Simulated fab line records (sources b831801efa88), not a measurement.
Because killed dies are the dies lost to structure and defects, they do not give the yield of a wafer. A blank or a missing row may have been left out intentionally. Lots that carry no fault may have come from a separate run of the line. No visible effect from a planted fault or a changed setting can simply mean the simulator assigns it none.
The tool behind it: which one? -- flow sky130 -- Sampling: 13 lots, 39 wafers, 4 of 708 route steps

WHAT EACH GAUGE READ, for each wafer
SKY_GATE_OXIDE_THK_MEAS_02.
lot,measured,on,GATE_OXIDE_OXIDATION_00_THK (nm)
L145,day 12 19:18,filmMetro-03,10.34 10.10 10.20
L146,day 13 02:56,filmMetro-03,10.68 10.42 10.38
L147,day 13 16:26,filmMetro-03,10.36 10.12 10.18
L148,day 14 00:11,filmMetro-02,9.95 9.94 10.05
L151,day 14 16:02,filmMetro-04,10.62 10.63 10.68
L152,day 14 23:47,filmMetro-04,10.70 10.55 10.73
L155,day 16 12:48,filmMetro-02,10.22 10.53 10.25
L156,day 16 21:02,filmMetro-02,10.81 10.76 10.73
L159,day 17 08:05,filmMetro-04,10.49 10.31 10.50
L161,day 18 13:01,filmMetro-02,10.08 10.29 10.09
L162,day 18 13:01,filmMetro-03,10.25 10.35 10.21
L167,day 19 20:08,filmMetro-02,10.42 10.39 10.49
L168,day 20 05:55,filmMetro-03,10.34 10.37 10.27

SKY_LDD_HVN_OVL_MEAS_07.
lot,measured,on,LDD_HVN_OVL (nm)
L145,day 20 05:38,overlay-01,-0.1 -1.5 -1.9
L146,day 20 20:38,overlay-01,0.0 -0.6 -0.3
L147,day 21 10:29,overlay-01,0.0 0.2 -0.2
L148,day 21 21:38,overlay-02,0.4 0.6 -0.8
L151,day 22 13:59,overlay-02,-0.1 0.5 0.5
L152,day 22 22:53,overlay-02,4.7 3.0 1.1
L155,day 24 14:06,overlay-02,-0.3 0.6 -0.1
L156,day 24 20:43,overlay-01,0.8 0.2 0.7
L159,day 25 09:29,overlay-01,-2.1 0.3 -0.1
L161,day 26 09:22,overlay-01,-0.2 0.7 -1.3
L162,day 26 11:17,overlay-02,2.1 2.3 1.8
L167,day 27 15:44,overlay-02,2.4 3.3 1.9
L168,day 28 01:14,overlay-01,-1.9 -0.5 -0.5

WHAT TOOL EACH LOT RAN ON (gives the tool, then ch and the chambers of the sampled wafers, and finally the start)
lot,SKY_VT_ADJUST_HVTR_STRIP_10,SKY_LDD_N_IMPLANT_09
L145,"plasmaAsher-04 ch 0,1, day 9 11:17","implanter-02 ch 0, day 17 18:18"
L146,"plasmaAsher-02 ch 0,1, day 9 20:35","implanter-04 ch 0, day 18 08:23"
L147,"plasmaAsher-03 ch 0,1, day 10 05:26","implanter-02 ch 0, day 18 20:50"
L148,"plasmaAsher-04 ch 0,1, day 10 15:20","implanter-04 ch 0, day 19 08:03"
L151,"plasmaAsher-04 ch 0,1, day 11 08:23","implanter-03 ch 0, day 19 23:55"
L152,"plasmaAsher-02 ch 0,1, day 11 15:26","implanter-03 ch 0, day 20 08:25"
L155,"plasmaAsher-02 ch 0,1, day 12 15:13","implanter-03 ch 0, day 22 00:46"
L156,"plasmaAsher-02 ch 1, day 12 21:11","implanter-02 ch 0, day 22 06:55"
L159,"plasmaAsher-02 ch 0,1, day 13 12:08","implanter-03 ch 0, day 22 20:46"
L161,"plasmaAsher-04 ch 0, day 14 05:11","implanter-03 ch 0, day 23 21:02"
L162,"plasmaAsher-02 ch 0,1, day 14 09:50","implanter-04 ch 0, day 23 22:56"
L167,"plasmaAsher-04 ch 0,1, day 15 21:02","implanter-04 ch 0, day 25 04:44"
L168,"plasmaAsher-04 ch 0,1, day 16 03:38","implanter-04 ch 0, day 25 14:15"
- SKY_VT_ADJUST_HVTR_STRIP_10: strips in O2/N2.
- SKY_LDD_N_IMPLANT_09

WHAT THE TOOLS THEMSELVES READ (means of the sampled wafers that have a number; where no wafer has one, the mark that the record gives instead)
SKY_VT_ADJUST_HVTR_STRIP_10.
lot,tool,drypumpMotorCurrentA (A),oesProductAu (a.u.),stripTimeToEndpointS (s)
L145,plasmaAsher-04,5.6,0.715,14.20
L146,plasmaAsher-02,5.7,0.714,14.20
L147,plasmaAsher-03,6.2,0.716,14.20
L148,plasmaAsher-04,5.6,0.716,14.22
L151,plasmaAsher-04,5.5,0.713,14.16
L152,plasmaAsher-02,6.0,0.711,14.18
L155,plasmaAsher-02,5.6,0.717,14.17
L156,plasmaAsher-02,5.4,0.720,14.24
L159,plasmaAsher-02,5.7,0.722,14.15
L161,plasmaAsher-04,5.3,0.716,14.21
L162,plasmaAsher-02,6.0,0.714,14.16
L167,plasmaAsher-04,5.5,0.716,14.23
L168,plasmaAsher-04,5.7,0.717,14.19

SKY_LDD_N_IMPLANT_09.
lot,tool,beamEnergyKeV,beamOnS (s),doseIonsCm2,faradayCurrentUA
L145,implanter-02,20.004,9.99,7.5e+13,423
L146,implanter-04,20.005,9.89,7.5e+13,426
L147,implanter-02,20.004,10.15,7.5e+13,415
L148,implanter-04,19.993,10.13,7.5e+13,417
L151,implanter-03,19.994,9.98,7.5e+13,424
L152,implanter-03,19.996,9.96,7.5e+13,426
L155,implanter-03,19.992,9.89,7.5e+13,427
L156,implanter-02,19.997,9.95,7.5e+13,425
L159,implanter-03,16.984,11.77,7.5e+13,359
L161,implanter-03,16.959,11.78,7.5e+13,359
L162,implanter-04,19.997,10.03,7.5e+13,420
L167,implanter-04,19.991,10.13,7.5e+13,418
L168,implanter-04,20.002,10.03,7.5e+13,421

THE ANSWER, worked out from the rows above alone
Rule: what is usual is taken from the lots themselves. The widest of any qualifying gaps counts: lots, ordered by their means at a reading, are off when they make up no more than a third of the lots, leave a main group of 4 or more, and stand apart from it by 3 or more times the standard deviation of that group's means. A main group whose means are all the same, to the digits that the tables above print for the reading, isn't used. Also off: a lot with no number at a reading for which 4 or more lots have one. The other lots that the step has rows for count as sound. After the gauges, taken in route order, come the tools' own readings; for these a lot's mean is taken, as printed above. At the first step where some lot is off, the reading lying furthest off is the one used; lots without a number count as furthest.
Off: L159, L161 (SKY_LDD_N_IMPLANT_09, beamEnergyKeV). The main group: mean 19.998, standard deviation 0.0049.
A tool fits if, at that step or a process step before it, it ran every lot that is off, and no sound lot after the first of them. One candidate fits, namely implanter-03 at SKY_LDD_N_IMPLANT_09. Its last sound lot is L155 (day 22 00:46), its first lot that is off L159 (day 22 20:46): a fault that began between those two fits.
The tool's own readings at SKY_LDD_N_IMPLANT_09 bear it out: on the lots that are off they differ by more than 5 times the standard deviation of the sound lots' means. beamEnergyKeV reads 16.971 there against 19.998 on the sound lots; beamOnS reads 11.77 s there against 10.01 s on the sound lots; faradayCurrentUA reads 359 there against 422 on the sound lots.

WHAT THE SIMULATOR HAD PUT IN
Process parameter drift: implanter-03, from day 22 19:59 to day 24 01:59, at SKY_LDD_N_IMPLANT_09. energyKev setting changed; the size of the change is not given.
Lots struck among those shown: L159, L161. The same result came from the rule above.
